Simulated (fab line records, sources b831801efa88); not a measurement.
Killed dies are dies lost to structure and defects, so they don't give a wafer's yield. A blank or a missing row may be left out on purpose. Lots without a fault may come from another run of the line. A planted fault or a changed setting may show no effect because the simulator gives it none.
Chamber matching | flow sfq_line | SFQ_TRILAYER_I0_CMP_CMP_028 on cmp-02: 4 sister chambers
The step polishes SiO2. 4 wafers are shown with their chamber, then 7 later ones without.

WAFERS WITH THEIR CHAMBER
wafer  | chamber | motor_current_A (A)
L412.4 | 0       | 10.4
L416.3 | 3       | 10.8
L429.3 | 2       | 7.7
L429.1 | 1       | 9.8

WAFERS WITHOUT THEIR CHAMBER
wafer  | motor_current_A (A)
L429.5 | 11.3
L430.4 | 9.6
L430.2 | 11.3
L430.6 | 8.2
L431.3 | 10.9
L431.4 | 7.7
L431.5 | 10.7

WHICH CHAMBER EACH WENT THROUGH
wafer  | from the rows above     | in truth
L429.5 | can't be placed: 3 or 0 | 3
L430.4 | can't be placed: 1 or 0 | 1
L430.2 | can't be placed: 3 or 0 | 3
L430.6 | 2                       | 2
L431.3 | can't be placed: 3 or 0 | 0
L431.4 | 2                       | 2
L431.5 | can't be placed: 3 or 0 | 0
Placed correctly: 2 of 7. Can't be placed from these rows: 5 (the true chamber is among the candidates in 5). Placed wrongly: 0.
How it was worked out, from the rows above alone: a wafer's distance from a chamber is the root of the sum, over the readings, of the square of ((its reading less the chamber's mean) divided by the reading's scatter). The wafer belongs to the nearest chamber; if the next one is less than 2 further off, it can't be placed. A chamber's mean is the mean of its shown wafers. The scatter: with one shown wafer a chamber, the root of the mean of the squares of how far each hidden wafer lies from its nearest shown one.
